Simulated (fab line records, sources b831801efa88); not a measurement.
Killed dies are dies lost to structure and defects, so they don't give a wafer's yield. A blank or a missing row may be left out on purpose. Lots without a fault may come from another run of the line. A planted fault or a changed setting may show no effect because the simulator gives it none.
Which tool did it? | flow sky130 | 12 lots, 34 wafers sampled, at 5 steps of a route of 708

WHAT THE GAUGES READ, wafer by wafer
SKY_PASSIVATION_THK_MEAS_01. Usual: PASSIVATION_CVD_00_THK 90.0 nm, standard deviation 1.5.
lot  | measured     | on            | PASSIVATION_CVD_00_THK (nm) | flag
L613 | day 44 06:26 | film_metro-01 | 88.4 89.9 89.8              |
L615 | day 45 01:44 | film_metro-03 | 87.6 62.7                   | OFF
L618 | day 45 20:59 | film_metro-02 | 88.6 64.2                   | OFF
L624 | day 47 01:56 | film_metro-02 | 88.0 88.3 90.7              |
L623 | day 47 10:04 | film_metro-02 | 90.7 87.3 88.9              |
L625 | day 47 13:47 | film_metro-02 | 89.1 90.1 90.6              |
L628 | day 48 16:13 | film_metro-02 | 89.1 91.5 90.5              |
L627 | day 48 16:57 | film_metro-01 | 90.6 90.6 89.4              |
L631 | day 48 22:08 | film_metro-01 | 90.7 89.4 90.0              |
L632 | day 49 01:25 | film_metro-03 | 91.2 93.4 94.3              |
L633 | day 49 10:15 | film_metro-03 | 90.6 89.5 90.1              |
L634 | day 49 14:20 | film_metro-03 | 90.0 92.5 91.7              |

SKY_PAD_OPEN_BOW_MEAS_13. Usual: PAD_OPEN_BOW 46 um, standard deviation 8.5.
lot  | measured     | on            | PAD_OPEN_BOW (um) | flag
L613 | day 46 03:50 | film_metro-02 | 38 32 43          |
L615 | day 46 22:43 | film_metro-04 | 40 38             |
L618 | day 47 15:24 | film_metro-03 | 59 62             |
L624 | day 48 19:13 | film_metro-04 | 52 35 41          |
L623 | day 49 02:28 | film_metro-03 | 38 47 44          |
L625 | day 49 04:58 | film_metro-04 | 47 50 49          |
L628 | day 50 04:16 | film_metro-04 | 56 42 61          |
L627 | day 50 05:12 | film_metro-02 | 47 38 56          |
L631 | day 50 09:45 | film_metro-04 | 51 52 45          |
L632 | day 50 13:23 | film_metro-03 | 41 45 39          |
L633 | day 50 21:19 | film_metro-04 | 42 37 36          |
L634 | day 51 00:30 | film_metro-03 | 56 45 45          |

WHICH TOOL RAN EACH LOT (tool, then ch and the chambers of the sampled wafers, then the start)
lot  | SKY_METAL3_STRIP_19                  | SKY_METAL4_METAL_ETCH_18          | SKY_PASSIVATION_CVD_00
L613 | plasma_asher-01 ch 0,1, day 39 00:16 | rie_metal-03 ch 0,1, day 42 05:10 | pecvd-02 ch 0,1,2, day 44 06:24
L615 | plasma_asher-04 ch 0,1, day 39 20:53 | rie_metal-02 ch 1, day 43 00:34   | pecvd-02 ch 2, day 45 01:43
L618 | plasma_asher-04 ch 0,1, day 40 19:49 | rie_metal-03 ch 0, day 43 21:32   | pecvd-02 ch 1,2, day 45 20:58
L624 | plasma_asher-04 ch 0,1, day 42 04:13 | rie_metal-04 ch 0,1, day 45 04:41 | pecvd-03 ch 0,1,2, day 47 01:55
L623 | plasma_asher-04 ch 0,1, day 42 15:44 | rie_metal-04 ch 0,1, day 45 14:08 | pecvd-01 ch 0,1, day 47 10:02
L625 | plasma_asher-01 ch 0,1, day 42 19:31 | rie_metal-04 ch 0,1, day 45 17:55 | pecvd-03 ch 0,2, day 47 13:45
L628 | plasma_asher-01 ch 0,1, day 44 02:11 | rie_metal-04 ch 0,1, day 46 21:55 | pecvd-02 ch 0,1, day 48 16:11
L627 | plasma_asher-01 ch 0,1, day 44 02:51 | rie_metal-04 ch 0,1, day 46 23:01 | pecvd-02 ch 0,1,2, day 48 16:55
L631 | plasma_asher-02 ch 0,1, day 44 10:00 | rie_metal-03 ch 0,1, day 47 04:34 | pecvd-02 ch 0,1,2, day 48 22:06
L632 | plasma_asher-02 ch 0,1, day 44 15:13 | rie_metal-02 ch 0,1, day 47 08:49 | pecvd-01 ch 1,2, day 49 01:24
L633 | plasma_asher-01 ch 0,1, day 45 00:05 | rie_metal-03 ch 0,1, day 47 17:48 | pecvd-02 ch 0,1,2, day 49 10:13
L634 | plasma_asher-01 ch 0,1, day 45 05:56 | rie_metal-03 ch 0,1, day 47 22:45 | pecvd-01 ch 1,2, day 49 14:18
- SKY_METAL3_STRIP_19: strips in O2/N2.
- SKY_METAL4_METAL_ETCH_18: etches the open film in Cl2/BCl3, stops on SiO2, target depth 845 nm, time 183.1 s.
- SKY_PASSIVATION_CVD_00: deposits SiO2, target thk 90 nm.

WHAT THE TOOLS THEMSELVES READ (means of the sampled wafers that have a number; where no wafer has one, the mark that the record gives instead)
SKY_METAL3_STRIP_19. Usual: drypump_motor_current_A 5.46 A, standard deviation 0.15; oes_product_au 0.501 a.u., standard deviation 0.0068; strip_time_to_endpoint_s 6.51 s, standard deviation 0.14.
lot  | tool            | drypump_motor_current_A (A) | oes_product_au (a.u.) | strip_time_to_endpoint_s (s) | flag
L613 | plasma_asher-01 | 5.39                        | 0.491                 | 6.38                         |
L615 | plasma_asher-04 | 5.54                        | 0.500                 | 6.44                         |
L618 | plasma_asher-04 | 5.53                        | 0.506                 | 6.56                         |
L624 | plasma_asher-04 | 5.50                        | 0.503                 | 6.67                         |
L623 | plasma_asher-04 | 5.60                        | 0.497                 | 6.51                         |
L625 | plasma_asher-01 | 5.39                        | 0.503                 | 6.51                         |
L628 | plasma_asher-01 | 5.33                        | 0.505                 | 6.45                         |
L627 | plasma_asher-01 | 5.37                        | 0.496                 | 6.48                         |
L631 | plasma_asher-02 | 5.49                        | 0.510                 | 6.64                         |
L632 | plasma_asher-02 | 5.50                        | 0.505                 | 6.65                         |
L633 | plasma_asher-01 | 5.31                        | 0.504                 | 6.55                         |
L634 | plasma_asher-01 | 5.30                        | 0.507                 | 6.61                         |

SKY_METAL4_METAL_ETCH_18. Usual: drypump_motor_current_A 5.7 A, standard deviation 0.36; oes_product_au 0.865 a.u., standard deviation 0.0065; throttle_valve_pct 22.265 %, standard deviation 0.0095.
lot  | tool         | drypump_motor_current_A (A) | oes_product_au (a.u.) | throttle_valve_pct (%) | flag
L613 | rie_metal-03 | 5.5                         | 0.860                 | 22.261                 |
L615 | rie_metal-02 | 5.8                         | 0.861                 | 22.272                 |
L618 | rie_metal-03 | 6.0                         | 0.858                 | 22.250                 |
L624 | rie_metal-04 | 5.4                         | 0.856                 | 22.273                 |
L623 | rie_metal-04 | 5.4                         | 0.861                 | 22.269                 |
L625 | rie_metal-04 | 5.6                         | 0.861                 | 22.264                 |
L628 | rie_metal-04 | 5.6                         | 0.879                 | 22.269                 |
L627 | rie_metal-04 | 5.4                         | 0.863                 | 22.263                 |
L631 | rie_metal-03 | 5.5                         | 0.864                 | 22.271                 |
L632 | rie_metal-02 | 6.0                         | 0.864                 | 22.266                 |
L633 | rie_metal-03 | 5.8                         | 0.862                 | 22.258                 |
L634 | rie_metal-03 | 5.5                         | 0.864                 | 22.269                 |

SKY_PASSIVATION_CVD_00. Usual: heater_power_w 678 W, standard deviation 76.
lot  | tool     | heater_power_w (W) | flag
L613 | pecvd-02 | 717                |
L615 | pecvd-02 | 755                |
L618 | pecvd-02 | 674                |
L624 | pecvd-03 | 633                |
L623 | pecvd-01 | 723                |
L625 | pecvd-03 | 745                |
L628 | pecvd-02 | 587                |
L627 | pecvd-02 | 687                |
L631 | pecvd-02 | 651                |
L632 | pecvd-01 | 720                |
L633 | pecvd-02 | 674                |
L634 | pecvd-01 | 674                |

THE ANSWER, worked out from the rows above alone
Rule: a lot is off if the mean of its wafers that have a number lies more than 3 standard deviations from the usual mean. A lot without any number at a reading at which 4 lots or more have one is off too. The other lots that the step has rows for count as sound. The gauges are gone through in route order, then the tools' own readings, and for those a lot's mean is taken as printed above. The first step at which some lot is off is used, and at that step the reading that is off furthest; a lot without a number counts as furthest.
Off: L615, L618, at SKY_PASSIVATION_THK_MEAS_01 (PASSIVATION_CVD_00_THK).
A tool fits if, at a process step before that reading, it ran every lot that is off, and no sound lot after the first of them. The gauges at SKY_PASSIVATION_THK_MEAS_01 are tried like those tools. None of those tried fits.

WHAT THE SIMULATOR HAD PUT IN
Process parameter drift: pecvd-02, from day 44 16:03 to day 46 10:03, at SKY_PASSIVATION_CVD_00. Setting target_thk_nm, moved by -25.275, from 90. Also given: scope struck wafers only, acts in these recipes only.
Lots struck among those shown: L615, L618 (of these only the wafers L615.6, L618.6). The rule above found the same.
